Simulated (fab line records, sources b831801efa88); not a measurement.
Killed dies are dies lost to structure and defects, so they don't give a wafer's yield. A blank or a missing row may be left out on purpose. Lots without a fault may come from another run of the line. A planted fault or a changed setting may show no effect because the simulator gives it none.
fab line records | flow gf180mcu
record lots=14 wafers=42 last_day=34
route steps=602 shown V2@384
lots that met no fault: from a run of the same line without faults
start_h: hours from the record's first day to the start of the lot's first wafer shown | wait_h: hours since the lot's step before | " the same as in the row above | L1.1+2: a row that stands for several wafers | - no value, or no start given | * or withheld: withheld | < > ~ a bound
route shown NAME@n: a module of which the file shows steps, and the number in the route of the first | usual: mean/standard deviation of fault-free wafers | same: alike in all rows | chamber/n: place in a boat | sites: the reading at each site | _std_site: their standard deviation | _edge_site: outer sites' mean less inner sites' | radius_mm: how far each site lies from the wafer's centre | mask NAME#n: copy n | behind: the tool/chamber that last shaped the wafer | hold: why the lot was held/for how many hours/how that ended | device: the transistor (n, p or np) that didn't switch | end of line: the same wafers' tests at the end of the route | a step without rows: its recipe alone | killed: dies lost to structure and defects at the first sort, not the wafer's yield | map: a wafer's dies, x killed, . not, _ none there
set.NAME: the setting as run; set.NAME@STEP: as run at that earlier step | model.NAME: the simulator's own value behind a step, which no gauge read
steps of the route over a sample of lots; a table a step, a row a wafer
services: from which hour (start_h, from the record's first day; less than 0 if before it) a tool's chamber was out of use, for how many hours, and why
## steps
# step GF_V2_CVD_02
# recipe material=SiO2 target_thk_nm=850 precursor=TEOS temp_c=400 time_s=94.851 rf_w=600
# usual heater_power_w=668/87
# columns lot.wafer tool chamber start_h wait_h heater_power_w
L274.2 pecvd-04 1 447.97 0.0 804
L274.4 " 0 " " 854
L274.6 " 1 " " 644
L276.1 pecvd-04 2 468.85 0.1 604
L276.3 " 0 " " 794
L276.5 " 2 " " 642
L277.1 pecvd-02 1 484.19 0.1 718
L277.5 " 2 " " 703
L277.6 " 0 " " 637
L278.2 pecvd-03 2 484.68 0.0 678
L278.3 " 1 " " 638
L278.5 " 2 " " 530
L281.1 pecvd-02 0 515.17 0.1 566
L281.2 " 2 " " 659
L281.5 " 2 " " 705
L283.3 pecvd-04 2 526.41 0.0 693
L283.4 " 1 " " 653
L283.6 " 0 " " 740
L284.1 pecvd-04 1 538.81 0.1 685
L284.4 " 1 " " 741
L284.6 " 2 " " 672
L288.1 pecvd-02 0 573.42 0.1 593
L288.2 " 1 " " 687
L288.4 " 1 " " 760
L291.2 pecvd-03 1 597.48 0.0 673
L291.4 " 2 " " 665
L291.6 " 1 " " 521
L290.3 pecvd-04 0 597.87 0.0 808
L290.4 " 1 " " 778
L290.5 " 2 " " 629
L292.1 pecvd-03 1 603.02 0.1 661
L292.2 " 0 " " 525
L292.6 " 1 " " 522
L293.1 pecvd-02 0 613.39 0.1 648
L293.2 " 1 " " 768
L293.6 " 2 " " 665
L294.2 pecvd-03 2 624.98 0.0 686
L294.5 " 0 " " 496
L294.6 " 2 " " 532
L296.3 pecvd-04 2 631.54 0.0 557
L296.4 " 0 " " 796
L296.5 " 2 " " 606
# step GF_V2_THK_MEAS_03
# recipe reads=SiO2_of_V2_CVD_02
# usual V2_CVD_02_THK=851/12
# columns lot.wafer tool chamber start_h wait_h V2_CVD_02_THK[nm]
L274.2 film_metro-04 - 448.05 0.0 852
L274.4 " - " " 871
L274.6 " - " " 859
L276.1 film_metro-04 - 468.92 0.0 825
L276.3 " - " " 855
L276.5 " - " " 846
L277.1 film_metro-02 - 484.26 0.0 850
L277.5 " - " " 837
L277.6 " - " " 853
L278.2 film_metro-01 - 484.76 0.0 851
L278.3 " - " " 849
L278.5 " - " " 863
L281.1 film_metro-02 - 515.24 0.0 850
L281.2 " - " " 835
L281.5 " - " " 854
L283.3 film_metro-01 - 526.50 0.1 843
L283.4 " - " " 865
L283.6 " - " " 869
L284.1 film_metro-04 - 538.88 0.0 849
L284.4 " - " " 862
L284.6 " - " " 851
L288.1 film_metro-04 - 573.52 0.1 849
L288.2 " - " " 825
L288.4 " - " " 848
L291.2 film_metro-04 - 597.56 0.0 852
L291.4 " - " " 864
L291.6 " - " " 860
L290.3 film_metro-04 - 597.96 0.1 866
L290.4 " - " " 861
L290.5 " - " " 843
L292.1 film_metro-04 - 603.09 0.0 846
L292.2 " - " " 847
L292.6 " - " " 843
L293.1 film_metro-02 - 613.46 0.0 832
L293.2 " - " " 819
L293.6 " - " " 860
L294.2 film_metro-04 - 625.06 0.0 850
L294.5 " - " " 856
L294.6 " - " " 868
L296.3 film_metro-02 - 631.63 0.1 835
L296.4 " - " " 870
L296.5 " - " " 837
# step GF_V2_DEVELOP_13
# recipe develop_time_s=60 resist=KrF dev_temp_c=21
# usual chill_plate_temp_C=23.00/0.11 develop_time_s=60/0
# columns lot.wafer tool chamber start_h wait_h chill_plate_temp_C develop_time_s
L274.2 litho_track-01 0 473.14 0.2 22.95 60
L274.4 " 0 " " 23.14 60
L274.6 " 0 " " 23.06 60
L276.1 litho_track-01 0 493.36 0.2 22.93 60
L276.3 " 0 " " 23.02 60
L276.5 " 0 " " 22.81 60
L277.1 litho_track-01 0 508.06 0.2 23.15 60
L277.5 " 0 " " 23.20 60
L277.6 " 0 " " 22.97 60
L278.2 litho_track-01 0 508.79 0.2 22.98 60
L278.3 " 0 " " 23.02 60
L278.5 " 0 " " 23.13 60
L281.1 litho_track-04 0 538.49 0.2 23.12 60
L281.2 " 0 " " 22.98 60
L281.5 " 0 " " 23.00 60
L283.3 litho_track-01 - 549.96 0.1 - -
L283.4 " - " " - -
L283.6 " - " " - -
L284.1 litho_track-04 - 561.58 0.2 - -
L284.4 " - " " - -
L284.6 " - " " - -
L288.1 litho_track-01 0 596.96 0.2 23.02 60
L288.2 " 0 " " 22.92 60
L288.4 " 0 " " 22.96 60
L291.2 litho_track-02 0 619.00 0.2 22.99 60
L291.4 " 0 " " 22.95 60
L291.6 " 0 " " 22.85 60
L290.3 litho_track-01 0 619.31 0.1 22.93 60
L290.4 " 0 " " 23.07 60
L290.5 " 0 " " 22.94 60
L292.1 litho_track-01 0 625.01 0.2 23.00 60
L292.2 " 0 " " 22.97 60
L292.6 " 0 " " 23.01 60
L293.1 litho_track-01 0 633.86 0.2 23.08 60
L293.2 " 0 " " 22.97 60
L293.6 " 0 " " 22.90 60
L294.2 litho_track-02 0 645.75 0.2 23.09 60
L294.5 " 0 " " 22.94 60
L294.6 " 0 " " 22.89 60
L296.3 litho_track-01 0 652.41 0.1 23.17 60
L296.4 " 0 " " 23.28 60
L296.5 " 0 " " 23.06 60
# step GF_V2_SPUTTER_21
# recipe material=Ti target_thk_nm=15 chamber_pressure_pa=5 power_w=2500 substrate_temp_c=200 time_s=80.02
# usual throttle_valve_pct=29.8/0.89
# columns lot.wafer tool chamber start_h wait_h throttle_valve_pct
L274.2 pvd_sputter-02 - 474.08 0.0 31.0
L274.4 " - " " 29.5
L274.6 " - " " 29.2
L276.1 pvd_sputter-01 - 494.33 0.0 30.6
L276.3 " - " " 29.2
L276.5 " - " " 30.2
L277.1 pvd_sputter-01 - 509.03 0.0 30.4
L277.5 " - " " 29.1
L277.6 " - " " 30.6
L278.2 pvd_sputter-02 - 509.73 0.0 31.1
L278.3 " - " " 29.2
L278.5 " - " " 29.6
L281.1 pvd_sputter-04 - 539.46 0.0 29.1
L281.2 " - " " 31.5
L281.5 " - " " 29.7
L283.3 pvd_sputter-01 - 550.88 0.0 29.0
L283.4 " - " " 30.2
L283.6 " - " " 29.1
L284.1 pvd_sputter-01 - 562.58 0.0 29.0
L284.4 " - " " 30.6
L284.6 " - " " 30.3
L288.1 pvd_sputter-01 - 597.96 0.0 29.0
L288.2 " - " " 30.4
L288.4 " - " " 30.5
L291.2 pvd_sputter-04 - 619.95 0.0 29.8
L291.4 " - " " 29.1
L291.6 " - " " 29.3
L290.3 pvd_sputter-02 - 620.23 0.0 29.2
L290.4 " - " " 30.9
L290.5 " - " " 29.3
L292.1 pvd_sputter-04 - 626.01 0.0 29.1
L292.2 " - " " 30.0
L292.6 " - " " 31.4
L293.1 pvd_sputter-02 - 634.83 0.0 28.2
L293.2 " - " " 29.3
L293.6 " - " " 31.1
L294.2 pvd_sputter-01 - 646.70 0.0 29.0
L294.5 " - " " 30.6
L294.6 " - " " 30.4
L296.3 pvd_sputter-02 - 653.33 0.0 29.6
L296.4 " - " " 28.1
L296.5 " - " " 29.7
## services
# columns tool chamber start_h hours kind
pecvd-02 - 451.07 2.7 repair
pvd_sputter-01 - 461.74 4.1 repair
pvd_sputter-04 - 474.13 15.2 repair
pvd_sputter-04 - 491.82 46.0 repair
pecvd-02 1 521.50 3.9 repair
pvd_sputter-02 - 544.95 2.5 repair
pecvd-03 - 552.66 1.0 repair
pecvd-02 2 570.05 6.5 repair
pecvd-04 - 575.85 1.0 repair
pecvd-03 1 587.68 3.6 repair
pecvd-02 - 591.12 14.0 pm
pecvd-02 0 591.12 14.0 vent_cycle
pecvd-02 1 591.12 14.0 vent_cycle
pecvd-02 2 591.12 14.0 vent_cycle
pecvd-02 0 605.12 - clean
pecvd-02 1 605.12 - clean
pecvd-02 2 605.12 - clean
pecvd-04 2 631.67 - calibration
pvd_sputter-04 - 639.50 18.9 repair
## key
first_sign step=GF_V2_DEVELOP_13 reading=tool_record direction=missing
effect none on later readings
met_at GF_V2_DEVELOP_13
struck_lots L283,L284
later_rows_left_out L283.3,L283.4,L283.6,L284.1,L284.4,L284.6
sort_left_out L283.3,L283.4,L283.6,L284.1,L284.4,L284.6
not_acting_at GF_V2_CVD_02,GF_V2_THK_MEAS_03,GF_V2_SPUTTER_21
onset_between 538.49 549.96
fault kind=skipped_step_whole tool=litho_track-01,litho_track-04 chamber=- onset_h=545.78 steps=GF_V2_DEVELOP_13 scope=struck_lots_only
# sort_left_out: the simulated sort isn't trusted on such a fault, so these wafers' sort isn't shown, and their yield isn't known
# later_rows_left_out: the simulator's readings of these wafers behind a module that went badly wrong aren't trusted and aren't shown, but for the sort
